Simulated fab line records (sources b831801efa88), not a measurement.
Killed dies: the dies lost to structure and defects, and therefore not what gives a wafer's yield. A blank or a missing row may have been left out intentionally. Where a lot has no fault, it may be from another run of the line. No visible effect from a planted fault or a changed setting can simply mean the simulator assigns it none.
The same fault as seen by 2 desks    flow gf180mcu    numbers are kept per desk, each desk with only its own; the story behind them comes last

== AT THE METROLOGY DESK ==
What the gauges read for every lot (on any tool): the sampled wafers with a number, averaged. Marked OUT: a lot whose mean sits more than 4 standard deviations from the usual mean, which makes it out of limits; the brackets give that distance.
Columns: A = cd_nm at GF_V2_CD_MEAS_14, usual 259.9 nm
lot   first seen here  A
L179  day 20 04:00     259.6
L181  day 20 18:36     263.1
L186  day 22 19:19     258.1
L187  day 23 01:33     260.7
L191  day 24 08:48     261.0
L192  day 25 04:10     259.1
L193  day 25 07:25     261.4
L194  day 25 15:27     257.1
L196  day 26 04:57     258.9
L198  day 26 21:46     260.3
L202  day 27 20:40     260.6
Finding of this desk: none of the 11 lots has anything out of limits.

== AT THE TOOL OWNER'S DESK: plasma_asher-03 ==
The tool's own readings at GF_SAB_STRIP_13 (strips in O2/N2): means of the sampled wafers that have a number, for each lot that ran on this tool. Marked OUT: a lot whose mean sits more than 4 standard deviations from the usual mean, which makes it out of limits; the brackets give that distance.
Columns: A = chamber_pressure_mTorr at GF_SAB_STRIP_13, usual 1499.9 mTorr; B = drypump_motor_current_A at GF_SAB_STRIP_13, usual 5.8 A; C = heater_power_w at GF_SAB_STRIP_13, usual 328 W; D = oes_product_au at GF_SAB_STRIP_13, usual 0.709 a.u.; E = strip_time_to_endpoint_s at GF_SAB_STRIP_13, usual 12.61 s
lot   first seen here  A       B    C    D      E
L181  day 15 14:07     1500.2  6.1  328  0.712  12.58
L186  day 17 13:46     1498.9  6.1  327  0.710  12.60
L191  day 19 04:46     1499.9  6.1  333  0.708  12.63
L192  day 20 01:19     1499.2  6.3  329  0.707  12.58
L196  day 21 04:55     1499.9  6.3  325  0.707  12.60
L198  day 21 21:21     1499.6  6.3  324  0.706  12.63
Finding of this desk: none of the 6 lots has anything out of limits.

== ALL TOGETHER ==
At the metrology desk, nothing out of limits was observed.
The desk of the tool owner found nothing out of limits.

== WHAT THE SIMULATOR HAD PUT IN ==
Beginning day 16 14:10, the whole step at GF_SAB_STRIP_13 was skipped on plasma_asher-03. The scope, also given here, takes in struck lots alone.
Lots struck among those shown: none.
